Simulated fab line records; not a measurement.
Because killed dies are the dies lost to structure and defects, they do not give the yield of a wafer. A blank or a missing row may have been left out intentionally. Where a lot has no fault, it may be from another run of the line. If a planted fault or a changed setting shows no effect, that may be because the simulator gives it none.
One fault through the eyes of 2 desks | flow sky130 | only its own numbers are on each desk; what lay behind them is given at the end

AT THE TOOL OWNER'S DESK: cmp-02
The tool's own readings at SKY_VIA1_CMP_02 (polishes SiO2): means of the sampled wafers that have a number, for each lot that ran on this tool. Any lot whose mean is over 4 standard deviations away from the usual mean is out of limits and marked OUT; that distance is given in the brackets.
Columns: A = edge zone pressure frac at SKY_VIA1_CMP_02, usual 0.999; B = head pressure psi at SKY_VIA1_CMP_02, usual 3.999 psi; C = motor current A at SKY_VIA1_CMP_02, usual 11.4 A
lot  | first seen here | A     | B     | C
L709 | day 33 15:58    | 0.994 | 3.994 | 11.2
L710 | day 34 02:31    | 1.002 | 3.996 | 12.2
L711 | day 34 17:41    | 0.999 | 3.989 | 12.6
L725 | day 38 19:19    | 0.997 | 3.998 | 12.1
L726 | day 38 22:51    | 0.998 | 4.000 | 12.2
L728 | day 39 15:38    | 0.997 | 4.004 | 11.4
L730 | day 39 23:53    | 1.001 | 4.005 | 10.2
This desk's finding: nothing out of limits on any of the 7 lots.

THE METROLOGY DESK
What the gauges read for every lot (on any tool): the sampled wafers with a number, averaged. Any lot whose mean is over 4 standard deviations away from the usual mean is out of limits and marked OUT; that distance is given in the brackets.
Columns: A = RES_XHIGH_TW at SKY_RES_XHIGH_TW_MEAS_09, usual 1628; B = VIA1_BOW at SKY_VIA1_BOW_MEAS_03, usual 80 um
lot  | first seen here | A    | B
L707 | day 26 13:01    | 1624 | 69
L708 | day 27 05:55    | 1628 | 84
L709 | day 27 14:59    | 1637 | 79
L710 | day 28 01:04    | 1616 | 75
L711 | day 28 16:20    | 1623 | 84
L712 | day 29 01:16    | 1635 | 82
L715 | day 29 20:06    | 1625 | 118 (+5.6) OUT
L716 | day 30 03:47    | 1612 | 117 (+5.3) OUT
L725 | day 33 01:24    | 1621 | 74
L726 | day 33 06:31    | 1644 | 88
L727 | day 33 12:58    | 1643 | 73
L728 | day 33 21:46    | 1618 | 84
L729 | day 34 01:52    | 1644 | 77
L730 | day 34 08:38    | 1624 | 75
This desk's finding: out of limits on L715, L716; first on L715, day 35 19:40 (VIA1_BOW at SKY_VIA1_BOW_MEAS_03). L707, L708, L709, L710, L711, L712, L725, L726, L727, L728, L729, L730 stayed within limits.

BROUGHT TOGETHER
An alarm was possible from the metrology desk at day 35 19:40, on L715, L716.
The desk of the tool owner found nothing out of limits.
The tool owner's desk has no number on record for L715, L716.
Of the lots named, all ran SKY_VIA1_CMP_02 on cmp-02.

WHAT THE SIMULATOR HAD PUT IN
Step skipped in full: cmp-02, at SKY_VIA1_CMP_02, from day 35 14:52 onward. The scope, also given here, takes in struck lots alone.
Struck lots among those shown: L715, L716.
Delay in hours, fault start to first out-of-limits reading, per desk: metrology desk 5.
